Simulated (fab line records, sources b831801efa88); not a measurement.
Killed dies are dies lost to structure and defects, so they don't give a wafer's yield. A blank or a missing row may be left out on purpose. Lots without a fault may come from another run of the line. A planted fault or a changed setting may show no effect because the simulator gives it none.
A struck lot beside a sound one | flow sky130 | 15 steps out of a route of 708
Sound: wafers L152.1, L152.4, L152.6. Struck: wafers L160.1, L160.2, L160.6. The cause comes at the end.
At each step with rows: each side's tool, then ch and its chambers, then its first start. Under that, the readings that differ: sound wafers | struck wafers | difference of the means | sigmas: that difference in standard deviations of wafers without a fault.
alike: readings whose means differ by less than 2 such deviations, and words and numbers that are the same on both sides. not compared: withheld readings, readings that some wafer has no value for, bounds like >300 that may hide the same value, and numbers for which the record gives no deviation and whose values overlap.
The two part at a step that has a row with sigmas, a row that says differs or no value, or rows on one side only. Numbers that don't overlap but have no deviation are shown without sigmas and don't part them. A reading that every wafer of one side lacks parts them only if that side has two wafers or more.

first, 5 steps without rows for these wafers: SKY_SONOS_ONO_COAT_08 (resist thk 1140 nm); SKY_SONOS_ONO_SOFTBAKE_09 (time 60 s); SKY_SONOS_ONO_EXPOSE_10 (exposes mask ONOM, target cd 410 nm); SKY_SONOS_ONO_PEB_11; SKY_SONOS_ONO_DEVELOP_12 (develop time 60 s).
SKY_SONOS_ONO_CD_MEAS_13: target cd 410 nm.
  sound on cd_sem-02, day 14 16:35; struck on cd_sem-01, day 17 12:53
  alike: cd_nm
SKY_SONOS_ONO_OVL_MEAS_14:
  sound on overlay-01, day 14 16:43; struck on overlay-01, day 17 13:01
  alike: SONOS_ONO_OVL
SKY_SONOS_ONO_ETCH_15: etches the open film in CHF3/O2, target depth 19.52 nm, time 7.8 s.
  sound on rie_diel-04 ch 0,2, day 14 16:44; struck on rie_diel-04 ch 0,2, day 17 13:03
  alike: chf3_flow_sccm, drypump_motor_current_A, oes_product_au, throttle_valve_pct
  not compared: rf_hours_counter_h
then, 1 step without rows for these wafers: SKY_SONOS_ONO_WET_ETCH_16 (etches SiO2 in dHF, target depth 14 nm, time 280 s).
SKY_SONOS_ONO_STRIP_17: strips in O2/N2.
  sound on plasma_asher-03 ch 0,1, day 14 16:51; struck on plasma_asher-04 ch 0,1, day 17 13:10
  alike: drypump_motor_current_A, oes_product_au, strip_time_to_endpoint_s
  not compared: rf_hours_counter_h
then, 2 steps without rows for these wafers: SKY_SONOS_ONO_WET_ETCH_18 (etches Si3N4 in H3PO4, target depth 15 nm, time 172 s); SKY_GATE_OXIDE_CLEAN_00 (cleans in SC1/SC2, time 150 s).
-- the record jumps here: 3 days lie between the struck wafers' starts before and after --
SKY_GATE_OXIDE_OXIDATION_01: stabilise 600 s, purge 300 s, target thk 10.268 nm.
  sound on furnace-01 ch 0, day 14 18:07; struck on furnace-02 ch 0, day 20 01:25
  alike: ox_temp_c_max, spike_tc_centre_C
SKY_GATE_OXIDE_THK_MEAS_02:
  sound on film_metro-01, day 14 19:32; struck on film_metro-01, day 20 02:49
  alike: GATE_OXIDE_OXIDATION_00_THK
-- the record jumps here: 32 days lie between the struck wafers' starts before and after (it left off in module GATE_OXIDE and takes up again in module PAD_OPEN, whose first step shown is number 708 of the route) --
SKY_PAD_OPEN_PROBE_99:
  sound on prober-02, day 47 05:48; struck on prober-02, day 51 17:02
  reading                                   | sound             | struck            | difference | sigmas
  model.etest.cap_thick_oxide.gate_bv_v (V) | 15.83 15.86 15.42 | 14.85 14.55 14.74 | -0.99      |
  alike: killed_at_M0_to_M3, killed_at_M4_up, killed_at_contacts, killed_at_front_end, killed_at_other, killed_dies, killed_open, killed_short

WHERE THEY PART
Nowhere in this record.

WHY: what the simulator had put in
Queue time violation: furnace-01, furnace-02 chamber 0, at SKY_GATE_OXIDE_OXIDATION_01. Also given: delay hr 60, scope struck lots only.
